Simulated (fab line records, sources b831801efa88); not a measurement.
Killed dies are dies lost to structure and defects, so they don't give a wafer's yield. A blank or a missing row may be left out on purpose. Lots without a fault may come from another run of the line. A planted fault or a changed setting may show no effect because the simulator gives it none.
fab line records | flow sky130
record lots=5 wafers=15 last_day=51
route steps=708 shown FIELD_ISO@10 PAD_OPEN@708
lots that met no fault: from a run of the same line without faults
start_h: hours from the record's first day to the start of the lot's first wafer shown | wait_h: hours since the lot's step before | " the same as in the row above | L1.1+2: a row that stands for several wafers | - no value, or no start given | * or withheld: withheld | < > ~ a bound
route shown NAME@n: a module of which the file shows steps, and the number in the route of the first | usual: mean/standard deviation of fault-free wafers | same: alike in all rows | chamber/n: place in a boat | sites: the reading at each site | _std_site: their standard deviation | _edge_site: outer sites' mean less inner sites' | radius_mm: how far each site lies from the wafer's centre | mask NAME#n: copy n | behind: the tool/chamber that last shaped the wafer | hold: why the lot was held/for how many hours/how that ended | device: the transistor (n, p or np) that didn't switch | end of line: the same wafers' tests at the end of the route | a step without rows: its recipe alone | killed: dies lost to structure and defects at the first sort, not the wafer's yield | map: a wafer's dies, x killed, . not, _ none there
set.NAME: the setting as run; set.NAME@STEP: as run at that earlier step | model.NAME: the simulator's own value behind a step, which no gauge read
lots at some steps of the route; a table a step, a row a wafer
services: from which hour (start_h, from the record's first day; less than 0 if before it) a tool's chamber was out of use, for how many hours, and why
## steps
# step SKY_FIELD_ISO_SOFTBAKE_09
# recipe temp_c=100 time_s=90 resist=KrF-thick
# step SKY_FIELD_ISO_EXPOSE_10
# recipe mask_id=FOM na=0.68 source_shape=annular sigma_inner=0.4 sigma_outer=0.8 target_cd_nm=150 dose_mj=28
# step SKY_FIELD_ISO_PEB_11
# recipe peb_temp_c=withheld peb_time_s=withheld resist=KrF-thick
# step SKY_FIELD_ISO_DEVELOP_12
# recipe develop_time_s=60 resist=KrF-thick dev_temp_c=21
# step SKY_FIELD_ISO_CD_MEAS_13
# recipe target_cd_nm=150
# usual cd_nm=150.9/1.3
# columns lot.wafer tool chamber start_h wait_h cd_nm
L292.2 cd_sem-01 - 62.20 - 150.8
L292.3 " - " " 151.2
L292.5 " - " " 151.1
L294.1 cd_sem-01 - 70.28 - 148.5
L294.5 " - " " 148.8
L294.6 " - " " 150.2
L296.1 cd_sem-02 - 80.07 - 149.9
L296.2 " - " " 150.5
L296.3 " - " " 150.3
L306.1 cd_sem-02 - 134.33 - 150.9
L306.4 " - " " 150.2
L306.6 " - " " 149.6
L309.3 cd_sem-02 - 148.77 - 149.1
L309.4 " - " " 150.1
L309.5 " - " " 149.4
# step SKY_FIELD_ISO_ETCH_14
# recipe chemistry=N2/H2 target=BARC ion_energy_ev=200 source_w=500 bias_w=100 pressure_mtorr=30 n2_flow_sccm=100 h2_flow_sccm=200 stop_on=SiO2 time_s=45.9 target_depth_a=600
# usual drypump_motor_current_A=5.6/0.43 oes_product_au=0.855/0.0047 run_length_s=74.1/0.41 throttle_valve_pct=13.224/0.0098
# columns lot.wafer tool chamber start_h wait_h drypump_motor_current_A oes_product_au rf_hours_counter_h run_length_s throttle_valve_pct
L292.2 rie_diel-03 3 62.30 0.1 5.7 0.856 147 74.0 13.235
L292.3 " 2 " " 5.7 0.853 36 74.1 13.237
L292.5 " 3 " " 5.7 0.856 - 74.2 13.210
L294.1 rie_diel-01 3 70.40 0.1 5.5 0.858 62 74.6 13.215
L294.5 " 3 " " 5.5 0.855 - 74.7 13.226
L294.6 " 2 " " 6.4 0.861 - 74.2 13.250
L296.1 rie_diel-03 0 80.19 0.1 5.5 0.861 0 74.6 13.219
L296.2 " 2 " " 5.7 0.854 37 74.0 13.232
L296.3 " 1 " " 4.7 0.860 106 74.5 13.240
L306.1 rie_diel-04 0 134.45 0.1 5.5 0.858 121 73.5 13.230
L306.4 " 3 " " 6.0 0.860 - 74.0 13.217
L306.6 " 1 " " 5.7 0.860 - 73.8 13.218
L309.3 rie_diel-03 1 148.85 0.1 4.7 0.855 107 74.4 13.223
L309.4 " 3 " " 5.7 0.853 149 74.1 13.211
L309.5 " 2 " " 5.7 0.861 - 74.2 13.229
# step SKY_FIELD_ISO_ETCH_15
# recipe chemistry=CHF3/O2 target_depth_nm=180 stop_on=Si source_w=600 bias_w=200 pressure_mtorr=40 chf3_flow_sccm=50 O2_flow_sccm=5 time_s=72
# usual drypump_motor_current_A=5.6/0.43 oes_product_au=0.949/0.0072 run_length_s=100.2/0.41 throttle_valve_pct=8.846/0.01
# columns lot.wafer tool chamber start_h wait_h drypump_motor_current_A oes_product_au rf_hours_counter_h run_length_s throttle_valve_pct
L292.2 rie_diel-03 3 62.34 0.0 5.7 0.948 147 99.9 8.854
L292.3 " 2 " " 5.7 0.951 36 100.7 8.854
L292.5 " 3 " " 5.7 0.952 - 100.0 8.847
L294.1 rie_diel-01 3 70.44 0.0 5.5 0.950 62 100.7 8.845
L294.5 " 3 " " 5.5 0.949 - 101.0 8.842
L294.6 " 2 " " 6.3 0.949 - 100.5 8.857
L296.1 rie_diel-03 0 80.23 0.0 5.5 0.929 0 100.6 8.829
L296.2 " 2 " " 5.7 0.935 37 100.5 8.846
L296.3 " 1 " " 4.7 0.941 106 100.6 8.854
L306.1 rie_diel-04 0 134.49 0.0 5.5 0.944 121 99.9 8.822
L306.4 " 3 " " 6.0 0.949 - 99.8 8.834
L306.6 " 1 " " 5.7 0.960 - 100.1 8.844
L309.3 rie_diel-03 1 148.89 0.0 4.7 0.947 107 100.4 8.843
L309.4 " 3 " " 5.7 0.947 149 100.2 8.853
L309.5 " 2 " " 5.7 0.949 - 100.3 8.853
# step SKY_FIELD_ISO_STRIP_16
# recipe chemistry=O2/N2 power_w=1400 pressure_mtorr=1500 platen_temp_c=withheld o2_flow_sccm=3000 n2_flow_sccm=300 overash_fraction=0.5
# usual drypump_motor_current_A=5.5/0.42 oes_product_au=0.378/0.0048 strip_time_to_endpoint_s=3.55/0.037
# same overash_fraction=0.5
# columns lot.wafer tool chamber start_h wait_h drypump_motor_current_A oes_product_au rf_hours_counter_h strip_time_to_endpoint_s
L292.2 plasma_asher-02 1 62.40 0.0 5.3 0.382 35 3.51
L292.3 " 0 " " 5.6 0.376 - 3.55
L292.5 " 1 " " 5.3 0.374 - 3.51
L294.1 plasma_asher-01 1 70.50 0.0 5.9 0.373 40 3.48
L294.5 " 0 " " 4.7 0.372 - 3.51
L294.6 " 1 " " 5.9 0.379 - 3.55
L296.1 plasma_asher-01 0 80.29 0.0 4.7 0.378 41 3.60
L296.2 " 1 " " 5.9 0.378 41 3.51
L296.3 " 0 " " 4.7 0.382 - 3.56
L306.1 plasma_asher-01 0 134.55 0.0 4.7 0.373 1 3.54
L306.4 " 1 " " 5.9 0.379 - 3.49
L306.6 " 1 " " 5.9 0.379 - 3.54
L309.3 plasma_asher-02 0 148.98 0.1 5.6 0.371 - 3.59
L309.4 " 1 " " 5.3 0.381 - 3.53
L309.5 " 1 " " 5.3 0.375 - 3.56
# step SKY_FIELD_ISO_ETCH_17
# recipe target_depth_a=3420 mask_material=Si3N4 chemistry=HBr/Cl2/O2 target=Si taper_deg=5 icp_w=600 bias_w=150 pressure_mtorr=15 HBr_flow_sccm=150 Cl2_flow_sccm=40 O2_flow_sccm=6 time_s=97.7
# usual drypump_motor_current_A=5.66/0.29 oes_product_au=1.007/0.0084 run_length_s=126.2/0.41 throttle_valve_pct=25.652/0.01
# columns lot.wafer tool chamber start_h wait_h drypump_motor_current_A oes_product_au rf_hours_counter_h run_length_s throttle_valve_pct
L292.2 rie_si-02 3 62.50 0.1 5.84 1.012 102 126.4 25.649
L292.3 " 2 " " 5.35 1.005 1 126.9 25.658
L292.5 " 3 " " 5.82 1.008 - 126.1 25.654
L294.1 rie_si-02 0 70.60 0.1 5.62 1.011 2 125.9 25.658
L294.5 " 3 " " 5.79 0.998 - 126.1 25.656
L294.6 " 0 " " 5.64 1.007 - 126.0 25.650
L296.1 rie_si-02 1 80.39 0.1 5.46 1.000 1 126.0 25.663
L296.2 " 3 " " 5.78 1.015 102 125.9 25.655
L296.3 " 0 " " 5.63 1.015 2 126.0 25.638
L306.1 rie_si-02 1 134.65 0.1 5.46 1.004 2 126.4 25.656
L306.4 " 0 " " 5.62 1.013 3 126.1 25.644
L306.6 " 2 " " 5.36 1.010 - 126.5 25.644
L309.3 rie_si-01 3 149.05 0.0 6.21 1.014 9 126.6 25.651
L309.4 " 0 " " 5.20 0.993 - 125.3 25.667
L309.5 " 3 " " 6.23 1.009 - 126.3 25.653
# step SKY_FIELD_ISO_WET_ETCH_18
# recipe chemistry=H3PO4 target_depth_nm=25 temp_c=160 target=Si3N4 time_s=286
# step SKY_FIELD_ISO_CLEAN_19
# recipe chemistry=SC1/SC2 mix=1:4:20 temp_c=70 time_s=150
# step SKY_FIELD_ISO_CLEAN_20
# recipe chemistry=dHF time_s=20 dilution=100:1
# step SKY_FIELD_ISO_WET_ETCH_21
# recipe chemistry=dHF dilution=100:1 target_depth_nm=20 dry=ipa_marangoni target=SiO2 temp_c=25 time_s=400
# usual bath_heat_duty_pct=6.6/0.74 run_length_s=429/4
# columns lot.wafer tool chamber start_h wait_h bath_heat_duty_pct run_length_s
L292.2 wet_bench-01 0 62.73 0.0 7.5 435
L292.3 " 0 " " 7.1 435
L292.5 " 0 " " 8.5 435
L294.1 wet_bench-03 1 70.83 0.0 7.0 432
L294.5 " 1 " " 7.7 432
L294.6 " 1 " " 7.1 432
L296.1 wet_bench-01 3 80.61 0.0 6.3 446
L296.2 " 3 " " 6.2 446
L296.3 " 3 " " 7.2 446
L306.1 wet_bench-03 1 134.88 0.0 6.7 424
L306.4 " 1 " " 7.4 424
L306.6 " 1 " " 7.4 424
L309.3 wet_bench-03 0 149.29 0.0 5.6 433
L309.4 " 0 " " 6.1 433
L309.5 " 0 " " 6.3 433
# step SKY_FIELD_ISO_OXIDATION_22
# recipe temp_c=950 ambient=O2 stabilise_s=600 purge_s=300 target_thk_a=100 ox_time_s=623
# step SKY_PAD_OPEN_PROBE_99
# usual killed_at_M0_to_M3=42/7.3 killed_at_M4_up=3.4/2 killed_at_contacts=24/5.6 killed_at_front_end=16/4.5 killed_at_other=0.2/0.51 killed_dies=86/9.8 killed_open=46/7 killed_short=40/6.7
# same gross_dies=492 killed_at_back_side=0
# columns lot.wafer tool chamber start_h wait_h killed_at_M0_to_M3 killed_at_M4_up killed_at_contacts killed_at_front_end killed_at_other killed_dies killed_open killed_short
L292.2 prober-02 - 1105.42 0.1 34 1 22 23 0 80 44 35
L292.3 prober-02 - 1105.47 0.2 52 2 24 21 0 99 53 46
L292.5 prober-02 - 1105.57 0.2 45 5 29 14 0 93 55 38
L294.1 prober-01 - 1125.03 0.1 44 4 19 18 0 85 40 44
L294.5 prober-01 - 1125.23 0.2 49 4 18 20 0 91 47 44
L294.6 prober-01 - 1125.28 0.2 46 1 21 12 0 80 49 31
L296.1 prober-01 - 1127.80 0.1 42 3 21 13 1 80 41 39
L296.2 prober-01 - 1127.85 0.1 37 3 25 31 0 96 49 46
L296.3 prober-01 - 1127.90 0.2 44 0 21 22 1 88 42 45
L306.1 prober-01 - 1215.40 0.1 42 6 27 20 0 95 53 42
L306.4 prober-01 - 1215.55 0.2 39 3 28 15 0 85 47 38
L306.6 prober-01 - 1215.65 0.2 41 3 31 16 0 91 43 46
L309.3 prober-02 - 1218.38 0.2 42 0 28 22 0 92 55 37
L309.4 prober-02 - 1218.43 0.2 43 8 21 14 0 86 51 35
L309.5 prober-02 - 1218.48 0.2 43 1 32 13 2 91 41 50
# killed by level:class
L292.2 CONTACT:geometric_particle:open=11 VIA1:geometric_particle:open=9 FIELD_ISO:geometric_particle:open=8 POLY_GATE:geometric_particle:short=5 VIA2:geometric_particle:open=5 LI_CONTACT:geometric_particle:short=4 CONTACT:geometric_particle:short=4 VIA3:geometric_particle:short=4
L292.3 VIA1:geometric_particle:open=10 CONTACT:geometric_particle:open=9 LI_CONTACT:geometric_particle:open=8 METAL1:geometric_particle:short=8 VIA1:geometric_particle:short=6 FIELD_ISO:geometric_particle:short=5 POLY_GATE:geometric_particle:open=5 VIA3:geometric_particle:open=5
L292.5 VIA1:geometric_particle:open=19 CONTACT:geometric_particle:open=13 CONTACT:geometric_particle:short=6 VIA1:geometric_particle:short=5 FIELD_ISO:geometric_particle:open=4 FIELD_ISO:geometric_particle:short=4 LI_CONTACT:geometric_particle:short=4 LI_CONTACT:geometric_particle:open=4
L294.1 METAL1:geometric_particle:short=7 VIA1:geometric_particle:open=7 LI_CONTACT:geometric_particle:open=6 VIA3:geometric_particle:open=6 FIELD_ISO:geometric_particle:short=5 CONTACT:geometric_particle:short=5 VIA1:geometric_particle:short=5 POLY_GATE:geometric_particle:open=4
L294.5 VIA2:geometric_particle:open=11 CONTACT:geometric_particle:open=10 FIELD_ISO:geometric_particle:open=8 VIA1:geometric_particle:open=8 FIELD_ISO:geometric_particle:short=7 METAL2:geometric_particle:short=7 METAL1:geometric_particle:short=5 VIA2:geometric_particle:short=5
L294.6 VIA2:geometric_particle:open=11 VIA3:geometric_particle:open=10 CONTACT:geometric_particle:open=7 LI_CONTACT:geometric_particle:open=6 METAL1:geometric_particle:short=6 VIA1:geometric_particle:open=5 FIELD_ISO:geometric_particle:open=4 METAL2:geometric_particle:short=4
L296.1 VIA3:geometric_particle:open=11 VIA1:geometric_particle:open=8 LI_CONTACT:geometric_particle:short=7 CONTACT:geometric_particle:open=7 METAL2:geometric_particle:short=5 FIELD_ISO:geometric_particle:short=4 CONTACT:geometric_particle:short=4 FIELD_ISO:geometric_particle:open=3
L296.2 VIA1:geometric_particle:open=11 LI_CONTACT:geometric_particle:open=8 FIELD_ISO:geometric_particle:open=7 METAL2:geometric_particle:short=7 FIELD_ISO:geometric_particle:short=6 CONTACT:geometric_particle:short=6 CONTACT:geometric_particle:open=6 POLY_GATE:geometric_particle:short=5
L296.3 VIA2:geometric_particle:open=12 FIELD_ISO:geometric_particle:short=6 LI_CONTACT:geometric_particle:open=6 METAL1:geometric_particle:short=6 POLY_GATE:geometric_particle:short=5 LOCAL_INTERCONNECT:geometric_particle:short=5 CONTACT:geometric_particle:open=5 VIA2:geometric_particle:short=5
L306.1 CONTACT:geometric_particle:open=13 FIELD_ISO:geometric_particle:short=9 VIA3:geometric_particle:open=9 FIELD_ISO:geometric_particle:open=7 LI_CONTACT:geometric_particle:open=7 VIA1:geometric_particle:open=5 METAL2:geometric_particle:short=5 METAL1:geometric_particle:short=4
L306.4 LI_CONTACT:geometric_particle:open=11 CONTACT:geometric_particle:open=8 VIA3:geometric_particle:open=7 VIA2:geometric_particle:open=6 VIA1:geometric_particle:open=6 CONTACT:geometric_particle:short=5 VIA1:geometric_particle:short=5 METAL1:geometric_particle:short=3
L306.6 CONTACT:geometric_particle:short=9 LI_CONTACT:geometric_particle:open=9 CONTACT:geometric_particle:open=9 VIA2:geometric_particle:open=8 METAL2:geometric_particle:short=7 VIA3:geometric_particle:open=7 POLY_GATE:geometric_particle:short=6 VIA1:geometric_particle:open=4
L309.3 VIA3:geometric_particle:open=9 VIA1:geometric_particle:open=9 LI_CONTACT:geometric_particle:open=8 CONTACT:geometric_particle:open=8 VIA1:geometric_particle:short=8 POLY_GATE:geometric_particle:open=7 METAL2:geometric_particle:short=6 POLY_GATE:geometric_particle:short=5
L309.4 VIA1:geometric_particle:open=10 FIELD_ISO:geometric_particle:open=7 LI_CONTACT:geometric_particle:open=7 VIA3:geometric_particle:open=7 VIA2:geometric_particle:open=6 LOCAL_INTERCONNECT:geometric_particle:short=5 METAL4:geometric_particle:short=5 METAL1:geometric_particle:short=4
L309.5 LI_CONTACT:geometric_particle:open=8 VIA1:geometric_particle:short=7 LOCAL_INTERCONNECT:geometric_particle:short=7 CONTACT:geometric_particle:open=7 CONTACT:geometric_particle:short=7 VIA1:geometric_particle:open=7 METAL1:geometric_particle:short=5 POLY_GATE:geometric_particle:open=4
## services
# columns tool chamber start_h hours kind
rie_si-01 0 42.85 36.2 repair
rie_si-02 0 43.62 5.6 repair
rie_diel-03 0 49.43 - clean
rie_diel-03 0 49.43 24.7 scheduled_down
rie_diel-03 0 49.43 24.7 vent_cycle
plasma_asher-01 - 62.74 7.6 repair
rie_diel-04 0 76.87 16.4 repair
rie_si-01 0 95.87 - clean
rie_si-01 0 95.87 12.9 scheduled_down
rie_si-01 0 95.87 12.9 vent_cycle
plasma_asher-01 - 108.75 9.0 pm
plasma_asher-01 0 108.75 9.0 vent_cycle
plasma_asher-01 1 108.75 9.0 vent_cycle
plasma_asher-01 0 117.75 - clean
plasma_asher-01 1 117.75 - clean
rie_si-02 0 119.33 8.3 repair
rie_diel-04 2 120.32 - clean
rie_diel-04 2 120.32 20.7 scheduled_down
rie_diel-04 2 120.32 20.7 vent_cycle
rie_si-02 3 122.71 1.8 repair
rie_diel-03 1 140.14 7.4 repair
rie_si-01 2 140.27 22.2 repair
## key
first_sign step=SKY_FIELD_ISO_WET_ETCH_21 reading=run_length_s direction=up sigmas=4.4 usual=* struck=*
effect none on later readings
met_at SKY_FIELD_ISO_WET_ETCH_21
struck_wafers L296.1,L296.2,L296.3
tester_left_out L296
fault kind=process_parameter_drift tool=wet_bench-01 chamber=3 onset_h=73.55 steps=SKY_FIELD_ISO_WET_ETCH_21 channel=time_s offset=* shape=step end_h=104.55 acts_in=* stated=*
# tester_left_out: of these lots the tester's yield and bins aren't shown, on N5 and GAA mostly nor the transistor test; their killed dies are dies lost to structure and defects alone, not to doping, threshold or leakage, so they don't give the yield
